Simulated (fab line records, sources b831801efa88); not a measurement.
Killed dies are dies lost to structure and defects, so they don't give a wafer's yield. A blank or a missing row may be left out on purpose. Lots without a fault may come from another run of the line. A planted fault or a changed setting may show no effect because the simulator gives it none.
fab line records | flow gf180mcu
record lots=13 wafers=39 last_day=34
route steps=602 shown CONTACT@302 M1@325
lots that met no fault: from a run of the same line without faults
start_h: hours from the record's first day to the start of the lot's first wafer shown | wait_h: hours since the lot's step before | " the same as in the row above | L1.1+2: a row that stands for several wafers | - no value, or no start given | * or withheld: withheld | < > ~ a bound
route shown NAME@n: a module of which the file shows steps, and the number in the route of the first | usual: mean/standard deviation of fault-free wafers | same: alike in all rows | chamber/n: place in a boat | sites: the reading at each site | _std_site: their standard deviation | _edge_site: outer sites' mean less inner sites' | radius_mm: how far each site lies from the wafer's centre | mask NAME#n: copy n | behind: the tool/chamber that last shaped the wafer | hold: why the lot was held/for how many hours/how that ended | device: the transistor (n, p or np) that didn't switch | end of line: the same wafers' tests at the end of the route | a step without rows: its recipe alone | killed: dies lost to structure and defects at the first sort, not the wafer's yield | map: a wafer's dies, x killed, . not, _ none there
set.NAME: the setting as run; set.NAME@STEP: as run at that earlier step | model.NAME: the simulator's own value behind a step, which no gauge read
steps of the route over a sample of lots; a table a step, a row a wafer
services: from which hour (start_h, from the record's first day; less than 0 if before it) a tool's chamber was out of use, for how many hours, and why
## steps
# step GF_CONTACT_OVL_MEAS_15
# usual CONTACT_OVL=-3/6.2
# columns lot.wafer tool chamber start_h wait_h CONTACT_OVL[nm]
L848.2 overlay-02 - 362.97 0.1 -7
L848.4 " - " " -9
L848.5 " - " " 0
L849.1 overlay-01 - 375.62 0.1 4
L849.4 " - " " 1
L849.6 " - " " -6
L853.1 overlay-02 - 408.95 0.1 0
L853.5 " - " " 1
L853.6 " - " " -5
L854.2 overlay-02 - 432.15 0.1 -10
L854.4 " - " " -6
L854.5 " - " " -17
L855.1 overlay-02 - 435.85 0.1 2
L855.3 " - " " -9
L855.4 " - " " 8
L860.1 overlay-02 - 481.49 0.1 4
L860.4 " - " " 8
L860.5 " - " " 1
L861.2 overlay-02 - 490.57 0.1 -8
L861.3 " - " " -3
L861.6 " - " " -4
L863.2 overlay-01 - 496.45 0.1 -14
L863.4 " - " " -11
L863.5 " - " " 4
L865.3 overlay-01 - 515.51 0.1 4
L865.4 " - " " -11
L865.6 " - " " -10
L867.2 overlay-02 - 540.82 0.1 4
L867.5 " - " " -7
L867.6 " - " " -5
L869.3 overlay-01 - 551.66 0.1 2
L869.4 " - " " -6
L869.5 " - " " 6
L868.2 overlay-01 - 552.30 0.1 -3
L868.4 " - " " -11
L868.6 " - " " -7
L870.1 overlay-02 - 573.19 0.1 7
L870.4 " - " " -2
L870.5 " - " " 6
# step GF_CONTACT_ETCH_16
# recipe chemistry=N2/H2 target_depth_a=withheld overetch_a=withheld time_s=withheld target=BARC ion_energy_ev=200 source_w=500 bias_w=100 pressure_mtorr=30 n2_flow_sccm=100 h2_flow_sccm=200
# usual drypump_motor_current_A=6.0/0.33 oes_product_au=0.854/0.0044 throttle_valve_pct=13.225/0.0096
# columns lot.wafer tool chamber start_h wait_h drypump_motor_current_A oes_product_au throttle_valve_pct
L848.2 rie_diel-04 2 363.00 0.0 6.3 0.852 13.226
L848.4 " 3 " " 6.1 0.851 13.232
L848.5 " 0 " " 6.3 0.867 13.222
L849.1 rie_diel-02 2 375.65 0.0 6.1 0.857 13.218
L849.4 " 3 " " 6.5 0.854 13.230
L849.6 " 1 " " 5.5 0.855 13.222
L853.1 rie_diel-02 2 408.98 0.0 6.1 0.851 13.227
L853.5 " 1 " " 5.5 0.849 13.214
L853.6 " 2 " " 6.1 0.857 13.222
L854.2 rie_diel-03 2 432.18 0.0 5.7 0.846 13.214
L854.4 " 0 " " 5.5 0.851 13.231
L854.5 " 3 " " 5.5 0.852 13.208
L855.1 rie_diel-04 1 435.88 0.0 6.0 0.852 13.235
L855.3 " 0 " " 6.4 0.852 13.231
L855.4 " 3 " " 6.1 0.857 13.223
L860.1 rie_diel-02 1 481.53 0.0 5.5 0.857 13.217
L860.4 " 1 " " 5.5 0.858 13.226
L860.5 " 3 " " 6.5 0.856 13.240
L861.2 rie_diel-04 3 490.60 0.0 6.1 0.856 13.237
L861.3 " 2 " " 6.3 0.851 13.206
L861.6 " 0 " " 6.4 0.848 13.236
L863.2 rie_diel-04 1 496.48 0.0 6.0 0.857 13.241
L863.4 " 2 " " 6.3 0.849 13.228
L863.5 " 2 " " 6.3 0.855 13.231
L865.3 rie_diel-02 0 515.53 0.0 5.9 0.852 13.215
L865.4 " 1 " " 5.5 0.859 13.242
L865.6 " 0 " " 5.9 0.861 13.220
L867.2 rie_diel-04 2 540.85 0.0 6.3 0.852 13.232
L867.5 " 3 " " 6.1 0.849 13.229
L867.6 " 2 " " 6.3 0.852 13.237
L869.3 rie_diel-04 2 551.68 0.0 6.3 0.865 13.235
L869.4 " 0 " " 6.4 0.850 13.238
L869.5 " 1 " " 6.1 0.852 13.217
L868.2 rie_diel-02 1 552.33 0.0 5.5 0.846 13.230
L868.4 " 0 " " 5.9 0.849 13.215
L868.6 " 0 " " 5.9 0.857 13.225
L870.1 rie_diel-03 3 573.23 0.0 5.6 0.858 13.227
L870.4 " 1 " " 5.4 0.851 13.225
L870.5 " 3 " " 5.5 0.852 13.229
# step GF_CONTACT_STRIP_18
# recipe chemistry=O2/N2 power_w=1400 pressure_mtorr=1500 platen_temp_c=250 o2_flow_sccm=3000 n2_flow_sccm=300 overash_fraction=0.5
# usual drypump_motor_current_A=5.7/0.34 heater_power_w=340/31 oes_product_au=0.580/0.0044
# columns lot.wafer tool chamber start_h wait_h drypump_motor_current_A heater_power_w oes_product_au rf_hours_counter_h
L848.2 plasma_asher-03 0 363.16 - 5.5 347 0.580 74
L848.4 " 0 " " 5.5 352 0.577 -
L848.5 " 0 " " 5.4 354 0.580 -
L849.1 plasma_asher-01 1 375.81 - 6.1 351 0.584 56
L849.4 " 0 " " 5.7 302 0.579 -
L849.6 " 0 " " 5.7 305 0.581 -
L853.1 plasma_asher-03 1 409.15 - 5.1 349 0.580 79
L853.5 " 0 " " 5.4 346 0.570 -
L853.6 " 1 " " 5.1 371 0.578 -
L854.2 plasma_asher-03 0 432.35 - 5.4 357 0.579 81
L854.4 " 0 " " 5.5 343 0.581 -
L854.5 " 0 " " 5.5 350 0.580 -
L855.1 plasma_asher-02 0 436.04 - 6.0 408 0.581 36
L855.3 " 1 " " 6.2 291 0.578 -
L855.4 " 0 " " 5.9 410 0.582 -
L860.1 plasma_asher-03 1 481.69 - 5.1 353 0.577 87
L860.4 " 0 " " 5.5 343 0.579 -
L860.5 " 0 " " 5.4 351 0.581 -
L861.2 plasma_asher-01 0 490.76 - 5.7 314 0.581 68
L861.3 " 1 " " 6.0 351 0.586 -
L861.6 " 0 " " 5.7 309 0.584 -
L863.2 plasma_asher-01 1 496.65 - 6.0 351 0.581 69
L863.4 " 0 " " 5.7 310 0.578 -
L863.5 " 0 " " 5.7 305 0.585 -
L865.3 plasma_asher-01 0 515.73 - 5.7 307 0.583 -
L865.4 " 1 " " 6.0 354 0.581 -
L865.6 " 1 " " 6.0 358 0.579 -
L867.2 plasma_asher-03 1 541.01 - 5.1 351 0.584 93
L867.5 " 0 " " 5.5 351 0.587 -
L867.6 " 1 " " 5.1 354 0.581 -
L869.3 plasma_asher-01 1 551.88 - 6.0 354 0.581 -
L869.4 " 0 " " 5.7 304 0.578 -
L869.5 " 1 " " 6.0 360 0.584 -
L868.2 plasma_asher-01 1 552.57 - 6.0 353 0.575 74
L868.4 " 0 " " 5.7 303 0.580 -
L868.6 " 0 " " 5.7 300 0.585 -
L870.1 plasma_asher-02 1 573.39 - 6.2 292 0.581 51
L870.4 " 0 " " 6.0 408 0.579 -
L870.5 " 1 " " 6.2 297 0.586 -
# step GF_M1_SOFTBAKE_10
# recipe temp_c=130 time_s=60 resist=KrF
# usual run_length_s=89.33/0.14
# columns lot.wafer tool chamber start_h wait_h run_length_s
L848.2 litho_track-03 0 375.80 0.1 89.29
L848.4 " 0 " " 89.59
L848.5 " 0 " " 89.32
L849.1 litho_track-02 0 388.30 0.1 89.16
L849.4 " 0 " " 89.10
L849.6 " 0 " " 89.20
L853.1 litho_track-03 0 421.93 0.1 100.41
L853.5 " 0 " " 100.36
L853.6 " 0 " " 100.48
L854.2 litho_track-03 0 446.25 0.1 100.34
L854.4 " 0 " " 100.38
L854.5 " 0 " " 100.30
L855.1 litho_track-04 0 449.73 0.1 89.26
L855.3 " 0 " " 89.44
L855.4 " 0 " " 89.36
L860.1 litho_track-02 0 494.95 0.1 89.23
L860.4 " 0 " " 89.17
L860.5 " 0 " " 89.16
L861.2 litho_track-04 0 503.60 0.1 89.49
L861.3 " 0 " " 89.45
L861.6 " 0 " " 89.52
L863.2 litho_track-03 0 508.90 0.1 89.34
L863.4 " 0 " " 89.51
L863.5 " 0 " " 89.47
L865.3 litho_track-03 0 528.37 0.1 89.25
L865.4 " 0 " " 89.52
L865.6 " 0 " " 89.43
L867.2 litho_track-02 0 553.38 0.1 89.33
L867.5 " 0 " " 89.24
L867.6 " 0 " " 89.23
L869.3 litho_track-03 0 564.37 0.1 89.71
L869.4 " 0 " " 89.61
L869.5 " 0 " " 89.44
L868.2 litho_track-02 0 564.98 0.1 89.39
L868.4 " 0 " " 89.21
L868.6 " 0 " " 89.46
L870.1 litho_track-03 0 585.12 0.1 89.35
L870.4 " 0 " " 89.32
L870.5 " 0 " " 89.39
## services
# columns tool chamber start_h hours kind
rie_diel-04 1 346.11 - clean
rie_diel-04 1 346.11 30.0 scheduled_down
rie_diel-04 1 346.11 30.0 vent_cycle
rie_diel-02 2 346.23 - clean
rie_diel-02 2 346.23 24.4 scheduled_down
rie_diel-02 2 346.23 24.4 vent_cycle
rie_diel-03 3 393.08 9.4 repair
rie_diel-03 - 413.79 0.4 repair
rie_diel-04 0 442.28 - clean
rie_diel-04 0 442.28 12.4 scheduled_down
rie_diel-04 0 442.28 12.4 vent_cycle
litho_track-03 - 450.40 - consumable_replace:filter
plasma_asher-03 - 468.52 2.8 pm
rie_diel-02 2 480.81 1.6 repair
rie_diel-03 - 480.96 2.8 pm
rie_diel-03 3 494.91 10.3 repair
plasma_asher-01 - 501.99 3.7 repair
rie_diel-02 3 510.02 13.4 repair
rie_diel-02 0 516.01 6.7 repair
rie_diel-02 2 534.47 19.6 repair
plasma_asher-02 - 537.01 2.8 pm
rie_diel-03 0 539.77 6.6 repair
rie_diel-02 3 548.21 6.8 repair
rie_diel-02 - 569.56 0.8 repair
## key
first_sign step=GF_M1_SOFTBAKE_10 reading=run_length_s direction=up sigmas=82 usual=* struck=*
effect none on later readings
met_at GF_M1_SOFTBAKE_10
struck_lots L853,L854
not_acting_at GF_CONTACT_OVL_MEAS_15,GF_CONTACT_ETCH_16,GF_CONTACT_STRIP_18
onset_between 375.80 421.93
fault kind=process_parameter_drift tool=litho_track-03 chamber=- onset_h=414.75 steps=GF_M1_SOFTBAKE_10 channel=time_s offset=* shape=step end_h=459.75 acts_in=* stated=*
